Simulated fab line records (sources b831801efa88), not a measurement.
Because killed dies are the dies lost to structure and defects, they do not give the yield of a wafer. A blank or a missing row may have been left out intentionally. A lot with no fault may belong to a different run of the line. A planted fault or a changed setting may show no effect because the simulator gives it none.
fab line records -- flow sfq_line -- part 1 of 2: steps 1 to 21 of 31
record lots=5, wafers=15, last_day=94
route steps=325 shown I2@109 M3@118 I3@133
lots untouched by any fault: they come from a run of this same line in which no faults occurred
start_h: the number of hours between the record's first day and the start of the first shown wafer of the lot -- wait_h: time in hours since the lot's previous step -- " unchanged from the row above -- L1.1+2: one row covering several wafers at once -- - value missing, or start not given -- * or withheld: withheld -- < > ~ a bound
route shown NAME@n: a module of which the file shows steps, and the number in the route of the first -- usual: mean/standard deviation of fault-free wafers -- same: alike in all rows -- chamber/n: place in a boat -- sites: each site's reading -- _std_site: how widely they spread, as a standard deviation -- _edge_site: inner sites' mean taken away from outer sites' mean -- radius_mm: for every site, how far away it sits from the centre of the wafer -- mask NAME#n: copy n -- behind: the most recent tool/chamber to have shaped the wafer -- hold: cause of the lot's hold/its duration in hours/its outcome -- device: which transistor (n, p or np) failed to switch -- end of line: at the end of the route, the tests of the same wafers -- a step with no rows: only its recipe -- killed: the dies lost at the first sort to structure and to defects; this is not the yield of the wafer -- map: shows each die of a wafer: x if killed, . if not, _ if none is there
set.NAME: the setting that was run; set.NAME@STEP: the one run at that earlier step -- model.NAME: the simulator's own value behind a step, which no gauge read
lots at some steps of the route; a table a step, a row a wafer
services: the hour from which a tool's chamber was out of use, counted from the record's first day as start_h (under 0 if before that day), plus the number of hours and why
## steps
# step SFQ_TRILAYER_I2_VIA_LITHO_SOFTBAKE_071
# recipe temp_c=withheld, time_s=withheld, resist=KrF
# usual chill_plate_temp_C=*, exhaust_pa=45.3/0.92
lot.wafer,tool,chamber,start_h,wait_h,chill_plate_temp_C,exhaust_pa
L079.2,litho_track-02,0,996.60,0.2,*,45.7
L079.3,litho_track-02,0,996.60,0.2,*,45.5
L079.6,litho_track-02,0,996.60,0.2,*,46.0
L081.1,litho_track-03,0,1027.17,0.2,*,46.4
L081.2,litho_track-03,0,1027.17,0.2,*,47.7
L081.5,litho_track-03,0,1027.17,0.2,*,46.6
L083.4,litho_track-03,0,1040.44,0.2,*,45.0
L083.5,litho_track-03,0,1040.44,0.2,*,44.9
L083.6,litho_track-03,0,1040.44,0.2,*,45.4
L087.1,litho_track-02,0,1077.31,0.2,*,47.3
L087.2,litho_track-02,0,1077.31,0.2,*,46.7
L087.6,litho_track-02,0,1077.31,0.2,*,46.3
L088.2,litho_track-02,0,1103.50,0.2,*,44.0
L088.4,litho_track-02,0,1103.50,0.2,*,44.8
L088.5,litho_track-02,0,1103.50,0.2,*,43.4
# step SFQ_TRILAYER_I2_VIA_LITHO_EXPOSE_068
# recipe mask_id=I2, na=0.6, source_shape=conventional, sigma_outer=0.65, target_cd_nm=500, dose_mj=21.3
# usual focus_offset_nm=-0.1/0.55
lot.wafer,tool,chamber,start_h,wait_h,mask,focus_offset_nm
L079.2,krf_scanner-01,0,996.92,-,I2#0,-0.4
L079.3,krf_scanner-01,0,996.92,-,I2#0,0.6
L079.6,krf_scanner-01,0,996.92,-,I2#0,0.0
L081.1,krf_scanner-01,0,1027.32,-,I2#0,0.1
L081.2,krf_scanner-01,0,1027.32,-,I2#0,0.1
L081.5,krf_scanner-01,0,1027.32,-,I2#0,0.6
L083.4,krf_scanner-01,0,1041.12,-,I2#0,0.3
L083.5,krf_scanner-01,0,1041.12,-,I2#0,1.0
L083.6,krf_scanner-01,0,1041.12,-,I2#0,0.2
L087.1,krf_scanner-01,0,1077.58,-,I2#0,-1.2
L087.2,krf_scanner-01,0,1077.58,-,I2#0,0.1
L087.6,krf_scanner-01,0,1077.58,-,I2#0,-1.0
L088.2,krf_scanner-01,0,1103.83,-,I2#0,0.3
L088.4,krf_scanner-01,0,1103.83,-,I2#0,-0.9
L088.5,krf_scanner-01,0,1103.83,-,I2#0,0.3
# step SFQ_TRILAYER_I2_VIA_LITHO_PEB_070
# recipe peb_temp_c=115, peb_time_s=60, resist=KrF
# usual chill_plate_temp_C=22.99/0.1, exhaust_pa=45.2/0.96
lot.wafer,tool,chamber,start_h,wait_h,chill_plate_temp_C,exhaust_pa
L079.2,litho_track-02,0,997.95,0.8,22.90,44.1
L079.3,litho_track-02,0,997.95,0.8,23.02,43.8
L079.6,litho_track-02,0,997.95,0.8,22.95,44.6
L081.1,litho_track-03,0,1028.52,1.0,22.96,46.0
L081.2,litho_track-03,0,1028.52,1.0,22.80,44.8
L081.5,litho_track-03,0,1028.52,1.0,23.05,46.2
L083.4,litho_track-01,0,1041.79,0.5,23.04,46.6
L083.5,litho_track-01,0,1041.79,0.5,23.15,45.1
L083.6,litho_track-01,0,1041.79,0.5,23.08,43.8
L087.1,litho_track-02,0,1078.78,1.0,22.79,45.2
L087.2,litho_track-02,0,1078.78,1.0,22.97,44.4
L087.6,litho_track-02,0,1078.78,1.0,23.09,45.8
L088.2,litho_track-02,0,1104.85,0.8,23.11,43.9
L088.4,litho_track-02,0,1104.85,0.8,23.22,43.9
L088.5,litho_track-02,0,1104.85,0.8,23.14,44.9
# step SFQ_TRILAYER_I2_VIA_LITHO_DEVELOP_069
# recipe time_s=60, resist=KrF
# usual chill_plate_temp_C=23.01/0.1, exhaust_pa=44.6/0.95
lot.wafer,tool,chamber,start_h,wait_h,chill_plate_temp_C,exhaust_pa
L079.2,litho_track-02,0,998.10,0.1,23.13,43.6
L079.3,litho_track-02,0,998.10,0.1,23.21,43.6
L079.6,litho_track-02,0,998.10,0.1,23.10,43.1
L081.1,litho_track-03,0,1028.67,0.1,22.89,45.3
L081.2,litho_track-03,0,1028.67,0.1,22.87,45.6
L081.5,litho_track-03,0,1028.67,0.1,22.98,45.8
L083.4,litho_track-01,0,1041.94,0.1,23.05,44.5
L083.5,litho_track-01,0,1041.94,0.1,23.03,43.4
L083.6,litho_track-01,0,1041.94,0.1,23.01,43.3
L087.1,litho_track-02,0,1078.93,0.1,22.96,44.5
L087.2,litho_track-02,0,1078.93,0.1,23.04,45.7
L087.6,litho_track-02,0,1078.93,0.1,22.77,45.2
L088.2,litho_track-02,0,1105.00,0.1,23.05,44.3
L088.4,litho_track-02,0,1105.00,0.1,23.08,44.3
L088.5,litho_track-02,0,1105.00,0.1,23.05,45.0
# step SFQ_I2_OVL_MEAS_918
# usual I2_OVL=2/5
lot.wafer,tool,chamber,start_h,wait_h,I2_OVL[nm]
L079.2,overlay-01,-,998.23,0.1,7
L079.3,overlay-01,-,998.23,0.1,5
L079.6,overlay-01,-,998.23,0.1,4
L081.1,overlay-02,-,1028.82,0.1,8
L081.2,overlay-02,-,1028.82,0.1,4
L081.5,overlay-02,-,1028.82,0.1,7
L083.4,overlay-02,-,1042.03,0.1,10
L083.5,overlay-02,-,1042.03,0.1,7
L083.6,overlay-02,-,1042.03,0.1,8
L087.1,overlay-02,-,1079.12,0.2,-3
L087.2,overlay-02,-,1079.12,0.2,-5
L087.6,overlay-02,-,1079.12,0.2,-6
L088.2,overlay-02,-,1105.13,0.1,0
L088.4,overlay-02,-,1105.13,0.1,-3
L088.5,overlay-02,-,1105.13,0.1,7
# step SFQ_TRILAYER_I2_VIA_BARC_OPEN_VIA_ETCH_096
# recipe mask_material=PR, chemistry=O2, target_depth_nm=125, target=BARC, source_w=500, bias_w=80, pressure_mtorr=30, time_s=41.7
# usual drypump_motor_current_A=5.8/0.55, oes_product_au=0.686/0.0044
lot.wafer,tool,chamber,start_h,wait_h,drypump_motor_current_A,oes_product_au,rf_hours_counter_h
L079.2,rie_diel-04,3,998.26,0.0,4.7,0.688,1
L079.3,rie_diel-04,2,998.26,0.0,6.4,0.687,4
L079.6,rie_diel-04,1,998.26,0.0,5.4,0.686,-
L081.1,rie_diel-02,1,1028.85,0.0,6.7,0.688,4
L081.2,rie_diel-02,3,1028.85,0.0,5.3,0.686,16
L081.5,rie_diel-02,3,1028.85,0.0,5.3,0.687,-
L083.4,rie_diel-02,2,1042.05,0.0,5.7,0.685,6
L083.5,rie_diel-02,2,1042.05,0.0,5.7,0.682,-
L083.6,rie_diel-02,3,1042.05,0.0,5.3,0.685,-
L087.1,rie_diel-04,2,1079.16,0.0,6.4,0.694,5
L087.2,rie_diel-04,3,1079.16,0.0,4.7,0.685,3
L087.6,rie_diel-04,2,1079.16,0.0,6.4,0.686,-
L088.2,rie_diel-04,1,1105.16,0.0,5.4,0.684,16
L088.4,rie_diel-04,0,1105.16,0.0,5.6,0.688,10
L088.5,rie_diel-04,3,1105.16,0.0,4.7,0.687,-
# step SFQ_TRILAYER_I2_VIA_ETCH_VIA_ETCH_070
# recipe target=SiO2, stop_on=Nb, mask_material=PR, taper_deg=20, chemistry=CHF3, target_depth_nm=260, source_w=500, bias_w=80, pressure_mtorr=30, time_s=withheld
# usual drypump_motor_current_A=5.8/0.55, oes_product_au=0.866/0.0051
lot.wafer,tool,chamber,start_h,wait_h,drypump_motor_current_A,oes_product_au
L079.2,rie_diel-04,3,998.30,0.0,4.6,0.864
L079.3,rie_diel-04,2,998.30,0.0,6.4,0.873
L079.6,rie_diel-04,1,998.30,0.0,5.4,0.871
L081.1,rie_diel-02,1,1028.89,0.0,6.7,0.857
L081.2,rie_diel-02,3,1028.89,0.0,5.3,0.871
L081.5,rie_diel-02,3,1028.89,0.0,5.3,0.861
L083.4,rie_diel-02,2,1042.09,0.0,5.7,0.865
L083.5,rie_diel-02,2,1042.09,0.0,5.7,0.869
L083.6,rie_diel-02,3,1042.09,0.0,5.3,0.869
L087.1,rie_diel-04,2,1079.20,0.0,6.4,0.874
L087.2,rie_diel-04,3,1079.20,0.0,4.7,0.865
L087.6,rie_diel-04,2,1079.20,0.0,6.4,0.865
L088.2,rie_diel-04,1,1105.20,0.0,5.4,0.869
L088.4,rie_diel-04,0,1105.20,0.0,5.7,0.862
L088.5,rie_diel-04,3,1105.20,0.0,4.7,0.860
# step SFQ_TRILAYER_I2_VIA_STRIP_STRIP_071
# recipe gas=O2, power_w=200, platen_temp_c=40, overash_fraction=0.65, chemistry=O2, pressure_mtorr=50
# usual drypump_motor_current_A=5.9/0.34, oes_product_au=1.000/0.0074
lot.wafer,tool,chamber,start_h,wait_h,drypump_motor_current_A,oes_product_au,rf_hours_counter_h
L079.2,rie_metal-01,0,998.41,-,5.9,1.007,125
L079.3,rie_metal-01,0,998.41,-,5.9,0.996,-
L079.6,rie_metal-01,0,998.41,-,5.9,0.994,-
L081.1,rie_metal-02,0,1029.01,-,6.0,0.981,3
L081.2,rie_metal-02,1,1029.01,-,6.3,0.992,116
L081.5,rie_metal-02,0,1029.01,-,6.0,0.987,-
L083.4,rie_metal-04,1,1042.41,-,6.2,0.994,-
L083.5,rie_metal-04,0,1042.41,-,5.5,1.005,-
L083.6,rie_metal-04,1,1042.41,-,6.2,0.989,-
L087.1,rie_metal-04,0,1079.31,-,5.6,0.992,34
L087.2,rie_metal-04,1,1079.31,-,6.2,1.000,90
L087.6,rie_metal-04,1,1079.31,-,6.2,0.996,-
L088.2,rie_metal-04,1,1105.32,-,6.2,1.006,93
L088.4,rie_metal-04,0,1105.32,-,5.6,1.004,-
L088.5,rie_metal-04,0,1105.32,-,5.5,1.006,-
# step SFQ_TRILAYER_I2_VIA_STRIP_SOLV_CLEAN_072
# recipe chemistry=NMP, temp_c=70, time_s=600
lot.wafer,tool,chamber,start_h,wait_h
L079.2+3+6,wet_bench-01,"6,5,2",999.01,0.4
L081.1+2+5,wet_bench-04,"4,7,3",1029.61,0.4
L083.4+5+6,wet_bench-02,"7,3,6",1042.81,0.2
L087.1+2+6,wet_bench-04,"6,4,0",1079.91,0.4
L088.2+4+5,wet_bench-01,"7,1,6",1105.92,0.4
# step SFQ_TRILAYER_M3_DEP_PRE_CLEAN_074
# recipe gas=Ar, time_s=22.5, bias_v=250
lot.wafer,tool,chamber,start_h,wait_h
L079.2+3+6,pvd_sputter-05,-,999.18,0.0
L081.1+2+5,pvd_sputter-06,-,1029.78,0.0
L083.4+5+6,pvd_sputter-03,-,1043.00,0.0
L087.1+2+6,pvd_sputter-05,-,1080.08,0.0
L088.2+4+5,pvd_sputter-03,-,1106.09,0.0
# step SFQ_TRILAYER_M3_DEP_SPUTTER_073
# recipe material=Nb, base_pressure_pa=1.33e-06, chamber_pressure_pa=0.1333, substrate_temp_c=20, resputter_cathode_voltage_v=400, target_thk_nm=200, power_w=2000, time_s=135.6
# usual cathode_dc_power_W=2000.0/0.4, throttle_valve_pct=29.9/1.1
lot.wafer,tool,chamber,start_h,wait_h,cathode_dc_power_W,throttle_valve_pct
L079.2,pvd_sputter-05,-,999.21,0.0,2000.1,30.8
L079.3,pvd_sputter-05,-,999.21,0.0,2000.0,31.3
L079.6,pvd_sputter-05,-,999.21,0.0,2000.0,30.5
L081.1,pvd_sputter-06,-,1029.81,0.0,2000.4,28.8
L081.2,pvd_sputter-06,-,1029.81,0.0,2000.4,28.6
L081.5,pvd_sputter-06,-,1029.81,0.0,2000.1,28.6
L083.4,pvd_sputter-03,-,1043.03,0.0,1999.6,29.8
L083.5,pvd_sputter-03,-,1043.03,0.0,2000.0,28.5
L083.6,pvd_sputter-03,-,1043.03,0.0,1999.9,30.0
L087.1,pvd_sputter-05,-,1080.11,0.0,1999.9,30.3
L087.2,pvd_sputter-05,-,1080.11,0.0,1999.7,30.5
L087.6,pvd_sputter-05,-,1080.11,0.0,1999.9,30.2
L088.2,pvd_sputter-03,-,1106.12,0.0,2000.1,30.0
L088.4,pvd_sputter-03,-,1106.12,0.0,1999.8,28.5
L088.5,pvd_sputter-03,-,1106.12,0.0,1999.7,30.0
# step SFQ_M3_RS_MEAS_919
# recipe thk_meas_gauge=four-point-probe, reads=Nb_of_TRILAYER_M3_DEP_SPUTTER_073
# usual M3_NB_RS=0.873/0.0074
lot.wafer,tool,chamber,start_h,wait_h,M3_NB_RS[ohm/sq]
L079.2,film_metro-02,-,999.32,0.1,0.872
L079.3,film_metro-02,-,999.32,0.1,0.873
L079.6,film_metro-02,-,999.32,0.1,0.878
L081.1,film_metro-03,-,1029.90,0.0,0.858
L081.2,film_metro-03,-,1029.90,0.0,0.858
L081.5,film_metro-03,-,1029.90,0.0,0.860
L083.4,film_metro-03,-,1043.18,0.1,0.875
L083.5,film_metro-03,-,1043.18,0.1,0.877
L083.6,film_metro-03,-,1043.18,0.1,0.880
L087.1,film_metro-02,-,1080.20,0.0,0.876
L087.2,film_metro-02,-,1080.20,0.0,0.863
L087.6,film_metro-02,-,1080.20,0.0,0.874
L088.2,film_metro-02,-,1106.23,0.1,0.884
L088.4,film_metro-02,-,1106.23,0.1,0.886
L088.5,film_metro-02,-,1106.23,0.1,0.879
# step SFQ_TRILAYER_M3_LITHO_COAT_080
# recipe resist=BARC, spin_rpm=3000, resist_thk_nm=62
# usual chill_plate_temp_C=22.98/0.093, exhaust_pa=45.1/0.85, spin_speed_rpm=3000.2/2
lot.wafer,tool,chamber,start_h,wait_h,chill_plate_temp_C,exhaust_pa,spin_speed_rpm
L079.2,litho_track-04,0,999.53,0.1,23.07,44.1,3000.4
L079.3,litho_track-04,0,999.53,0.1,23.03,44.6,3002.6
L079.6,litho_track-04,0,999.53,0.1,23.06,43.8,3000.2
L081.1,litho_track-01,0,1030.08,0.1,23.14,45.6,3002.3
L081.2,litho_track-01,0,1030.08,0.1,23.03,44.7,3001.8
L081.5,litho_track-01,0,1030.08,0.1,23.00,47.0,3001.8
L083.4,litho_track-02,0,1043.45,0.2,22.90,45.4,3002.1
L083.5,litho_track-02,0,1043.45,0.2,22.97,45.5,3000.6
L083.6,litho_track-02,0,1043.45,0.2,23.00,44.7,3001.6
L087.1,litho_track-02,0,1080.38,0.1,23.02,46.6,3001.1
L087.2,litho_track-02,0,1080.38,0.1,22.92,44.7,3002.8
L087.6,litho_track-02,0,1080.38,0.1,23.05,45.9,2999.6
L088.2,litho_track-02,0,1106.44,0.1,22.90,43.3,2997.8
L088.4,litho_track-02,0,1106.44,0.1,22.98,44.4,2993.8
L088.5,litho_track-02,0,1106.44,0.1,22.83,44.5,2994.7
# step SFQ_TRILAYER_M3_LITHO_COAT_075
# recipe resist=KrF, spin_rpm=3000, resist_thk_nm=600
# usual chill_plate_temp_C=23.01/0.1, exhaust_pa=44.9/0.81, spin_speed_rpm=2999.5/2.1
lot.wafer,tool,chamber,start_h,wait_h,chill_plate_temp_C,exhaust_pa,spin_speed_rpm
L079.2,litho_track-04,0,999.83,0.2,22.94,45.7,2999.3
L079.3,litho_track-04,0,999.83,0.2,22.93,45.1,2999.7
L079.6,litho_track-04,0,999.83,0.2,22.94,45.6,3000.2
L081.1,litho_track-01,0,1030.38,0.2,22.94,44.6,2998.4
L081.2,litho_track-01,0,1030.38,0.2,23.15,42.5,2998.0
L081.5,litho_track-01,0,1030.38,0.2,23.02,44.1,2997.9
L083.4,litho_track-02,0,1043.75,0.2,22.79,44.7,2997.1
L083.5,litho_track-02,0,1043.75,0.2,22.89,44.7,2999.9
L083.6,litho_track-02,0,1043.75,0.2,22.89,43.5,2996.6
L087.1,litho_track-02,0,1080.68,0.2,22.89,46.0,2998.9
L087.2,litho_track-02,0,1080.68,0.2,23.00,44.8,3003.9
L087.6,litho_track-02,0,1080.68,0.2,23.16,44.1,3001.9
L088.2,litho_track-02,0,1106.74,0.2,23.05,44.9,2998.8
L088.4,litho_track-02,0,1106.74,0.2,23.11,44.4,3000.5
L088.5,litho_track-02,0,1106.74,0.2,23.17,44.7,3002.7
# step SFQ_TRILAYER_M3_LITHO_SOFTBAKE_079
# recipe temp_c=withheld, time_s=withheld, resist=KrF
# usual chill_plate_temp_C=*, exhaust_pa=45.1/0.79
lot.wafer,tool,chamber,start_h,wait_h,chill_plate_temp_C,exhaust_pa
L079.2,litho_track-04,0,1000.11,0.2,*,46.2
L079.3,litho_track-04,0,1000.11,0.2,*,45.8
L079.6,litho_track-04,0,1000.11,0.2,*,44.2
L081.1,litho_track-01,0,1030.68,0.2,*,45.0
L081.2,litho_track-01,0,1030.68,0.2,*,44.5
L081.5,litho_track-01,0,1030.68,0.2,*,45.1
L083.4,litho_track-02,0,1043.97,0.2,*,44.6
L083.5,litho_track-02,0,1043.97,0.2,*,46.6
L083.6,litho_track-02,0,1043.97,0.2,*,45.0
L087.1,litho_track-02,0,1080.98,0.2,*,45.1
L087.2,litho_track-02,0,1080.98,0.2,*,45.3
L087.6,litho_track-02,0,1080.98,0.2,*,45.1
L088.2,litho_track-02,0,1107.02,0.2,*,45.7
L088.4,litho_track-02,0,1107.02,0.2,*,45.0
L088.5,litho_track-02,0,1107.02,0.2,*,44.9
# step SFQ_TRILAYER_M3_LITHO_EXPOSE_076
# recipe mask_id=M3, na=0.6, source_shape=conventional, sigma_outer=0.65, target_cd_nm=500, dose_mj=14.4
# usual focus_offset_nm=0.1/0.53
lot.wafer,tool,chamber,start_h,wait_h,mask,focus_offset_nm
L079.2,krf_scanner-01,0,1150.80,-,M3#0,-0.2
L079.3,krf_scanner-01,0,1150.80,-,M3#0,-0.6
L079.6,krf_scanner-01,0,1150.80,-,M3#0,-0.2
L081.1,krf_scanner-02,0,1180.72,-,M3#0,0.2
L081.2,krf_scanner-02,0,1180.72,-,M3#0,-0.3
L081.5,krf_scanner-02,0,1180.72,-,M3#0,0.2
L083.4,krf_scanner-01,0,1198.25,-,M3#0,0.9
L083.5,krf_scanner-01,0,1198.25,-,M3#0,0.1
L083.6,krf_scanner-01,0,1198.25,-,M3#0,0.9
L087.1,krf_scanner-01,0,1230.05,-,M3#0,0.0
L087.2,krf_scanner-01,0,1230.05,-,M3#0,0.0
L087.6,krf_scanner-01,0,1230.05,-,M3#0,-0.3
L088.2,krf_scanner-01,0,1254.50,-,M3#0,-0.2
L088.4,krf_scanner-01,0,1254.50,-,M3#0,0.8
L088.5,krf_scanner-01,0,1254.50,-,M3#0,-0.3
# step SFQ_TRILAYER_M3_LITHO_PEB_078
# recipe peb_temp_c=115, peb_time_s=60, resist=KrF
# usual chill_plate_temp_C=23.01/0.11, exhaust_pa=44.9/0.9
lot.wafer,tool,chamber,start_h,wait_h,chill_plate_temp_C,exhaust_pa
L079.2,litho_track-02,0,1151.82,0.8,22.93,45.2
L079.3,litho_track-02,0,1151.82,0.8,23.15,45.1
L079.6,litho_track-02,0,1151.82,0.8,23.21,45.4
L081.1,litho_track-01,0,1181.92,1.0,22.97,44.5
L081.2,litho_track-01,0,1181.92,1.0,23.07,45.5
L081.5,litho_track-01,0,1181.92,1.0,23.04,43.4
L083.4,litho_track-01,0,1198.92,0.5,23.04,45.9
L083.5,litho_track-01,0,1198.92,0.5,23.08,45.3
L083.6,litho_track-01,0,1198.92,0.5,23.01,45.6
L087.1,litho_track-01,0,1231.25,1.0,23.33,45.4
L087.2,litho_track-01,0,1231.25,1.0,22.95,45.6
L087.6,litho_track-01,0,1231.25,1.0,23.10,45.9
L088.2,litho_track-04,0,1255.52,0.8,22.95,46.5
L088.4,litho_track-04,0,1255.52,0.8,22.85,43.3
L088.5,litho_track-04,0,1255.52,0.8,22.83,43.5
# step SFQ_TRILAYER_M3_LITHO_DEVELOP_077
# recipe time_s=60, resist=KrF
# usual chill_plate_temp_C=23.03/0.11, exhaust_pa=45.2/0.79
lot.wafer,tool,chamber,start_h,wait_h,chill_plate_temp_C,exhaust_pa
L079.2,litho_track-02,0,1151.97,0.1,22.95,45.6
L079.3,litho_track-02,0,1151.97,0.1,23.04,45.3
L079.6,litho_track-02,0,1151.97,0.1,23.00,44.6
L081.1,litho_track-01,0,1182.07,0.1,23.03,45.1
L081.2,litho_track-01,0,1182.07,0.1,23.05,43.5
L081.5,litho_track-01,0,1182.07,0.1,22.98,45.6
L083.4,litho_track-01,0,1199.07,0.1,23.09,43.4
L083.5,litho_track-01,0,1199.07,0.1,23.28,44.3
L083.6,litho_track-01,0,1199.07,0.1,23.16,44.0
L087.1,litho_track-01,0,1231.40,0.1,23.01,45.0
L087.2,litho_track-01,0,1231.40,0.1,23.12,45.9
L087.6,litho_track-01,0,1231.40,0.1,23.10,43.0
L088.2,litho_track-04,0,1255.67,0.1,23.03,44.0
L088.4,litho_track-04,0,1255.67,0.1,22.98,45.8
L088.5,litho_track-04,0,1255.67,0.1,23.07,45.2
# step SFQ_M3_OVL_MEAS_921
# usual M3_OVL=1/5.6
lot.wafer,tool,chamber,start_h,wait_h,M3_OVL[nm]
L079.2,overlay-01,-,1152.10,0.1,8
L079.3,overlay-01,-,1152.10,0.1,12
L079.6,overlay-01,-,1152.10,0.1,10
L081.1,overlay-01,-,1182.22,0.1,-5
L081.2,overlay-01,-,1182.22,0.1,4
L081.5,overlay-01,-,1182.22,0.1,-2
L083.4,overlay-01,-,1199.17,0.1,-4
L083.5,overlay-01,-,1199.17,0.1,-2
L083.6,overlay-01,-,1199.17,0.1,-1
L087.1,overlay-01,-,1231.55,0.1,-2
L087.2,overlay-01,-,1231.55,0.1,-1
L087.6,overlay-01,-,1231.55,0.1,1
L088.2,overlay-02,-,1255.80,0.1,4
L088.4,overlay-02,-,1255.80,0.1,6
L088.5,overlay-02,-,1255.80,0.1,3
# step SFQ_TRILAYER_M3_BARC_OPEN_METAL_ETCH_100
# recipe mask_material=PR, chemistry=O2, target_depth_nm=125, target=BARC, icp_w=600, bias_w=80, pressure_mtorr=10, time_s=41.7
# usual drypump_motor_current_A=5.6/0.44, oes_product_au=0.686/0.0044
lot.wafer,tool,chamber,start_h,wait_h,drypump_motor_current_A,oes_product_au,rf_hours_counter_h
L079.2,rie_metal-04,0,1152.13,0.0,5.6,0.681,44
L079.3,rie_metal-04,0,1152.13,0.0,5.6,0.683,-
L079.6,rie_metal-04,1,1152.13,0.0,6.2,0.688,-
L081.1,rie_metal-01,0,1182.26,0.0,5.9,0.686,17
L081.2,rie_metal-01,1,1182.26,0.0,5.4,0.686,122
L081.5,rie_metal-01,1,1182.26,0.0,5.4,0.684,-
L083.4,rie_metal-04,1,1199.24,0.1,6.2,0.682,-
L083.5,rie_metal-04,1,1199.24,0.1,6.2,0.686,-
L083.6,rie_metal-04,1,1199.24,0.1,6.2,0.690,-
L087.1,rie_metal-01,1,1231.58,0.0,5.4,0.687,1
L087.2,rie_metal-01,0,1231.58,0.0,5.9,0.698,25
L087.6,rie_metal-01,1,1231.58,0.0,5.4,0.681,-
L088.2,rie_metal-04,1,1255.83,0.0,6.2,0.678,113
L088.4,rie_metal-04,0,1255.83,0.0,5.5,0.697,-
L088.5,rie_metal-04,0,1255.83,0.0,5.5,0.694,-
# step SFQ_TRILAYER_M3_ETCH_METAL_ETCH_078
# recipe target=Nb, stop_on=SiO2, mask_material=PR, chemistry=Cl2/Ar, target_depth_nm=240, icp_w=600, bias_w=80, pressure_mtorr=10, time_s=120
# usual drypump_motor_current_A=5.6/0.44, oes_product_au=0.905/0.0065
lot.wafer,tool,chamber,start_h,wait_h,drypump_motor_current_A,oes_product_au,rf_hours_counter_h
L079.2,rie_metal-04,0,1152.19,0.0,5.5,0.910,44
L079.3,rie_metal-04,0,1152.19,0.0,5.5,0.904,-
L079.6,rie_metal-04,1,1152.19,0.0,6.2,0.900,-
L081.1,rie_metal-01,0,1182.32,0.0,5.9,0.914,17
L081.2,rie_metal-01,1,1182.32,0.0,5.4,0.910,122
L081.5,rie_metal-01,1,1182.32,0.0,5.4,0.917,-
L083.4,rie_metal-04,1,1199.43,0.2,6.2,0.907,-
L083.5,rie_metal-04,1,1199.43,0.2,6.2,0.911,-
L083.6,rie_metal-04,1,1199.43,0.2,6.2,0.900,-
L087.1,rie_metal-01,1,1231.64,0.0,5.4,0.904,1
L087.2,rie_metal-01,0,1231.64,0.0,5.9,0.906,25
L087.6,rie_metal-01,1,1231.64,0.0,5.4,0.912,-
L088.2,rie_metal-04,1,1255.89,0.0,6.2,0.896,113
L088.4,rie_metal-04,0,1255.89,0.0,5.5,0.896,-
L088.5,rie_metal-04,0,1255.89,0.0,5.6,0.903,-
